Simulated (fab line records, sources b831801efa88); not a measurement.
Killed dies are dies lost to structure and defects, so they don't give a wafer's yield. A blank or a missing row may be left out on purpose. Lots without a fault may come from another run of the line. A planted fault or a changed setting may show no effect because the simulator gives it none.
Which tool did it? | flow sky130 | 11 lots, 33 wafers sampled, at 5 steps of a route of 708

WHAT THE GAUGES READ, wafer by wafer
SKY_VT_ADJUST_HVTP_OVL_MEAS_08.
lot  | measured     | on         | VT_ADJUST_HVTP_OVL (nm)
L235 | day 7 03:04  | overlay-01 | -0.5 -1.8 -0.1
L238 | day 7 21:14  | overlay-01 | 0.7 3.0 -0.8
L240 | day 8 08:19  | overlay-01 | 2.9 2.4 3.4
L247 | day 10 05:41 | overlay-02 | -0.4 2.4 0.7
L248 | day 10 12:52 | overlay-02 | -0.1 -1.3 1.5
L249 | day 10 21:58 | overlay-01 | -0.8 -0.6 -0.1
L250 | day 11 07:01 | overlay-01 | 3.4 2.9 3.9
L251 | day 11 08:19 | overlay-01 | 1.7 1.8 1.2
L252 | day 11 12:50 | overlay-01 | 1.6 1.7 1.9
L253 | day 11 18:46 | overlay-01 | 1.0 -0.4 -0.4
L254 | day 12 02:25 | overlay-01 | 0.6 0.2 -0.6

SKY_VT_ADJUST_PCH_OVL_MEAS_07.
lot  | measured     | on         | VT_ADJUST_PCH_OVL (nm)
L235 | day 11 15:08 | overlay-01 | -0.9 -0.4 0.4
L238 | day 12 10:08 | overlay-02 | -1.2 -1.1 -0.9
L240 | day 13 00:46 | overlay-01 | -2.6 -1.8 -2.2
L247 | day 15 07:52 | overlay-01 | 1.9 1.9 2.7
L248 | day 15 15:56 | overlay-02 | 1.1 0.9 -0.4
L249 | day 16 05:03 | overlay-01 | -0.3 -0.5 -0.3
L250 | day 16 15:47 | overlay-02 | 1.4 0.7 1.2
L251 | day 16 18:00 | overlay-01 | 1.6 -0.2 0.5
L252 | day 16 20:58 | overlay-01 | 0.9 2.2 3.1
L253 | day 17 05:24 | overlay-02 | -0.2 2.5 1.6
L254 | day 17 14:08 | overlay-01 | -1.6 -2.3 -1.6

SKY_SONOS_ONO_THK_MEAS_05.
lot  | measured     | on            | SONOS_ONO_CVD_04_THK (nm)
L235 | day 12 20:52 | film_metro-01 | 5.46 5.52 5.53
L238 | day 13 15:11 | film_metro-04 | 5.79 5.69 5.74
L240 | day 14 07:18 | film_metro-04 | 5.76 5.56 5.70
L247 | day 16 18:53 | film_metro-04 | 5.64 5.73 5.61
L248 | day 17 01:58 | film_metro-01 | 5.52 5.64 5.59
L249 | day 17 14:01 | film_metro-01 | 5.51 5.61 5.45
L250 | day 18 03:02 | film_metro-01 | 5.70 5.69 5.75
L251 | day 18 06:40 | film_metro-04 | 5.90 5.96 6.00
L252 | day 18 10:41 | film_metro-03 | 5.74 5.67 5.67
L253 | day 18 20:13 | film_metro-01 | 5.67 5.66 5.65
L254 | day 19 00:22 | film_metro-04 | 5.87 5.87 5.99

SKY_POLY_GATE_THK_MEAS_01.
lot  | measured     | on            | POLY_GATE_CVD_00_THK (nm)
L235 | day 15 05:58 | film_metro-01 | 182.1 180.7 183.9
L238 | day 16 01:37 | film_metro-04 | 161.8 163.1 161.7
L240 | day 16 20:09 | film_metro-04 | 162.4 162.9 162.7
L247 | day 19 11:17 | film_metro-04 | 181.5 183.1 180.2
L248 | day 19 20:06 | film_metro-04 | 182.6 182.8 186.7
L249 | day 20 07:32 | film_metro-02 | 180.5 180.5 181.4
L250 | day 20 21:43 | film_metro-02 | 179.4 180.4 179.5
L251 | day 21 01:35 | film_metro-04 | 183.0 183.8 182.7
L252 | day 21 05:47 | film_metro-04 | 182.6 181.3 182.3
L253 | day 21 15:46 | film_metro-04 | 180.5 181.0 180.0
L254 | day 21 21:48 | film_metro-04 | 182.1 183.2 182.4

WHICH TOOL RAN EACH LOT (tool, then ch and the chambers of the sampled wafers, then the start)
lot  | SKY_POLY_GATE_CVD_00
L235 | lpcvd-01 ch 1, day 15 04:46
L238 | lpcvd-01 ch 0, day 16 00:25
L240 | lpcvd-01 ch 0, day 16 18:56
L247 | lpcvd-01 ch 1, day 19 10:05
L248 | lpcvd-01 ch 0, day 19 18:53
L249 | lpcvd-01 ch 1, day 20 06:19
L250 | lpcvd-01 ch 0, day 20 20:31
L251 | lpcvd-01 ch 1, day 21 00:22
L252 | lpcvd-01 ch 0, day 21 04:35
L253 | lpcvd-01 ch 1, day 21 13:02
L254 | lpcvd-01 ch 0, day 21 19:05
- SKY_POLY_GATE_CVD_00: deposits poly-Si, target thk 180 nm, time 720 s.

WHAT THE TOOLS THEMSELVES READ (means of the sampled wafers that have a number; where no wafer has one, the mark that the record gives instead)
SKY_POLY_GATE_CVD_00.
lot  | tool     | pressure_mtorr (mTorr) | spike_tc_lower_C (C)
L235 | lpcvd-01 | 200.1                  | 622.0
L238 | lpcvd-01 | 159.4                  | 619.5
L240 | lpcvd-01 | 160.2                  | 620.1
L247 | lpcvd-01 | 200.4                  | 622.0
L248 | lpcvd-01 | 200.4                  | 618.9
L249 | lpcvd-01 | 200.2                  | 621.7
L250 | lpcvd-01 | 200.1                  | 618.6
L251 | lpcvd-01 | 200.0                  | 622.1
L252 | lpcvd-01 | 200.1                  | 619.5
L253 | lpcvd-01 | 199.9                  | 621.8
L254 | lpcvd-01 | 199.4                  | 618.7

THE ANSWER, worked out from the rows above alone
Rule: what is usual is taken from the lots themselves. Put in order of their means at a reading, lots are off if they are a third of the lots or fewer, leave a main group of 4 or more, and stand apart from it by a gap of 3 or more times the standard deviation of the main group's means; of several such gaps the widest counts. A main group whose means are all the same, to the digits that the tables above print for the reading, isn't used. A lot without any number at a reading at which 4 lots or more have one is off too. The other lots that the step has rows for count as sound. The gauges are gone through in route order, then the tools' own readings, and for those a lot's mean is taken as printed above. The first step at which some lot is off is used, and at that step the reading that is off furthest; a lot without a number counts as furthest.
Off: L238, L240, at SKY_POLY_GATE_THK_MEAS_01 (POLY_GATE_CVD_00_THK). The main group: mean 181.9 nm, standard deviation 1.3.
A tool fits if, at a process step before that reading, it ran every lot that is off, and no sound lot after the first of them. The gauges at SKY_POLY_GATE_THK_MEAS_01 aren't tried: what is off there is off at SKY_POLY_GATE_CVD_00 too, on other tools, and a gauge's error can't cause that. None of those tried fits.

WHAT THE SIMULATOR HAD PUT IN
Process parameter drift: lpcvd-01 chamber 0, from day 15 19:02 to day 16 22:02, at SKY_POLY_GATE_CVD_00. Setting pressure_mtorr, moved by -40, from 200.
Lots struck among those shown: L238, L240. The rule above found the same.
